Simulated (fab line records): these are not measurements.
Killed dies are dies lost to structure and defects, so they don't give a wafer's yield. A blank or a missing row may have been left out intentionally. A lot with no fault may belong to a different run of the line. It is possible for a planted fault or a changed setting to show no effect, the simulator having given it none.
Matching of chambers :: flow sky130 :: SKY_VIA3_ETCH_15 on rie diel-04: 4 sister chambers
The step etches SiO2 in C4F8/O2/Ar, stops on TiN, target depth 507 nm, time 78 s. 4 wafers are shown with their chamber, then 8 later ones without.

== WAFERS PAIRED WITH THEIR CHAMBERS ==
wafer: L083.1
chamber: 1
oes product au (a.u.): 0.952

wafer: L083.6
chamber: 2
oes product au (a.u.): 0.954

wafer: L085.6
chamber: 0
oes product au (a.u.): 0.957

wafer: L086.2
chamber: 3
oes product au (a.u.): 0.952

== WAFERS WHOSE CHAMBER IS MISSING ==
wafer: L086.3
oes product au (a.u.): 0.953

wafer: L086.6
oes product au (a.u.): 0.957

wafer: L093.2
oes product au (a.u.): 0.957

wafer: L093.4
oes product au (a.u.): 0.940

wafer: L093.5
oes product au (a.u.): 0.963

wafer: L094.1
oes product au (a.u.): 0.954

wafer: L094.4
oes product au (a.u.): 0.956

wafer: L094.6
oes product au (a.u.): 0.945

== WHICH CHAMBER EACH ONE RAN IN ==
wafer: L086.3
from the rows above: can't be placed: 1 or 2 or 3 or 0
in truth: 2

wafer: L086.6
from the rows above: can't be placed: 0 or 2 or 1 or 3
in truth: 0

wafer: L093.2
from the rows above: can't be placed: 0 or 2 or 1 or 3
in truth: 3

wafer: L093.4
from the rows above: can't be placed: 1 or 3 or 2 or 0
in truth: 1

wafer: L093.5
from the rows above: can't be placed: 0 or 2 or 1 or 3
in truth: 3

wafer: L094.1
from the rows above: can't be placed: 2 or 1 or 3 or 0
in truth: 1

wafer: L094.4
from the rows above: can't be placed: 0 or 2 or 1 or 3
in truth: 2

wafer: L094.6
from the rows above: can't be placed: 1 or 3 or 2 or 0
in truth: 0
0 of 8 placed correctly. These rows do not allow placing 8 (true chamber among the candidates in 8). Wrongly placed: 0.
How it was worked out, from the rows above alone: a wafer's distance from a chamber is the root of the sum, over the readings, of the square of ((its reading less the chamber's mean) divided by the reading's scatter). The wafer belongs to the nearest chamber; if the next one is less than 2 further off, it can't be placed. A chamber's mean is the mean of its shown wafers. The scatter (one wafer shown for each chamber): square how far every hidden wafer sits from the nearest shown wafer, average those squares and take the square root.
